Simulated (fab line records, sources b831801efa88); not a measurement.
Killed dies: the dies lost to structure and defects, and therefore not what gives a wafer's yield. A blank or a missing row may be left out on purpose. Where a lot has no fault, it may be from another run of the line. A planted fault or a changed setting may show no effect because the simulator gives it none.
Which tool is to blame?    flow sky130    33 wafers from 11 lots sampled at 5 of the route's 708 steps

## WHAT THE GAUGES READ, wafer by wafer
SKY_CAP2M_THK_MEAS_01.
lot   measured      on             CAP2M_CVD_00_THK (nm)
L279  day 40 08:13  film metro-02  15.57 15.70 15.45
L281  day 41 08:22  film metro-04  15.42 15.82 15.61
L283  day 41 20:05  film metro-04  15.28 15.61 15.71
L286  day 43 00:01  film metro-03  15.40 15.47 15.66
L287  day 43 03:16  film metro-04  15.14 15.54 15.59
L289  day 43 15:50  film metro-04  15.38 27.53 27.26
L291  day 44 01:19  film metro-03  27.00 27.02 15.58
L296  day 45 12:14  film metro-04  15.54 15.67 15.50
L297  day 45 14:37  film metro-04  15.13 15.26 15.52
L298  day 45 19:16  film metro-04  15.12 15.56 15.40
L300  day 46 08:46  film metro-02  15.29 15.47 15.79

## WHICH TOOL RAN EACH LOT (tool, then ch and the chambers of the sampled wafers, then the start)
lot   SKY_METAL2_ETCH_18                 SKY_METAL2_STRIP_20                   SKY_CAPM_STRIP_14                     SKY_CAP2M_CVD_00
L279  rie metal-04 ch 0, day 35 19:00    plasma asher-03 ch 0,1, day 35 19:16  plasma asher-04 ch 0,1, day 38 01:47  pecvd-04 ch 0,1,2, day 40 08:11
L281  rie metal-01 ch 0,1, day 36 20:34  plasma asher-04 ch 0,1, day 36 20:43  plasma asher-01 ch 0,1, day 39 02:52  pecvd-03 ch 0,1,2, day 41 08:21
L283  rie metal-03 ch 0,1, day 37 09:44  plasma asher-03 ch 0,1, day 37 09:53  plasma asher-04 ch 0,1, day 39 15:13  pecvd-04 ch 1,2, day 41 20:04
L286  rie metal-04 ch 1, day 38 15:27    plasma asher-04 ch 0,1, day 38 15:36  plasma asher-02 ch 0, day 40 19:52    pecvd-04 ch 1,2, day 42 23:59
L287  rie metal-01 ch 1, day 38 19:10    plasma asher-02 ch 0,1, day 38 19:19  plasma asher-01 ch 0,1, day 40 23:02  pecvd-03 ch 0,1, day 43 03:14
L289  rie metal-03 ch 0,1, day 39 08:35  plasma asher-04 ch 1, day 39 08:44    plasma asher-02 ch 0,1, day 41 13:04  pecvd-04 ch 0,2, day 43 15:48
L291  rie metal-01 ch 0,1, day 39 20:13  plasma asher-04 ch 0,1, day 39 20:23  plasma asher-02 ch 0,1, day 41 23:10  pecvd-04 ch 0,2, day 44 01:16
L296  rie metal-03 ch 0, day 41 08:06    plasma asher-03 ch 0,1, day 41 08:22  plasma asher-04 ch 0,1, day 43 10:55  pecvd-02 ch 0,1,2, day 45 12:02
L297  rie metal-04 ch 0,1, day 41 09:55  plasma asher-03 ch 0,1, day 41 10:07  plasma asher-04 ch 0,1, day 43 12:37  pecvd-03 ch 1,2, day 45 14:35
L298  rie metal-03 ch 0, day 41 18:01    plasma asher-02 ch 0,1, day 41 18:19  plasma asher-01 ch 0,1, day 43 19:03  pecvd-02 ch 0,1,2, day 45 19:14
L300  rie metal-03 ch 0,1, day 42 06:58  plasma asher-03 ch 0,1, day 42 07:07  plasma asher-02 ch 0,1, day 44 08:32  pecvd-03 ch 0,2, day 46 08:44
- SKY_METAL2_ETCH_18: etches BARC in N2/H2, stops on SiO2, time 45.9 s, target depth 60 nm.
- SKY_METAL2_STRIP_20: strips in O2/N2.
- SKY_CAPM_STRIP_14: strips in O2/N2.
- SKY_CAP2M_CVD_00: deposits SiO2, target thk 15.5 nm.

## THE ANSWER, worked out from the rows above alone
Rule: what is usual is taken from the lots themselves. The widest of any qualifying gaps counts: lots, ordered by their means at a reading, are off when they make up no more than a third of the lots, leave a main group of 4 or more, and stand apart from it by 3 or more times the standard deviation of that group's means. Not used: any main group whose means are identical at the precision the tables above print for the reading. A lot without any number at a reading at which 4 lots or more have one is off too. Where the step has rows for the other lots, those lots are counted as sound.
Off: L289, L291, at SKY_CAP2M_THK_MEAS_01 (CAP2M_CVD_00_THK). Main group: mean 15.49 nm, sd 0.099.
If a tool, at a process step before that reading, ran all the lots that are off and no sound lot after the first of them, it fits. Those tools and the gauges at SKY_CAP2M_THK_MEAS_01 are tried in the same way. Undecided on this evidence; 2 tools fit (plasma asher-04 at SKY_METAL2_STRIP_20, pecvd-04 at SKY_CAP2M_CVD_00).

## WHAT WAS PUT IN BY THE SIMULATOR
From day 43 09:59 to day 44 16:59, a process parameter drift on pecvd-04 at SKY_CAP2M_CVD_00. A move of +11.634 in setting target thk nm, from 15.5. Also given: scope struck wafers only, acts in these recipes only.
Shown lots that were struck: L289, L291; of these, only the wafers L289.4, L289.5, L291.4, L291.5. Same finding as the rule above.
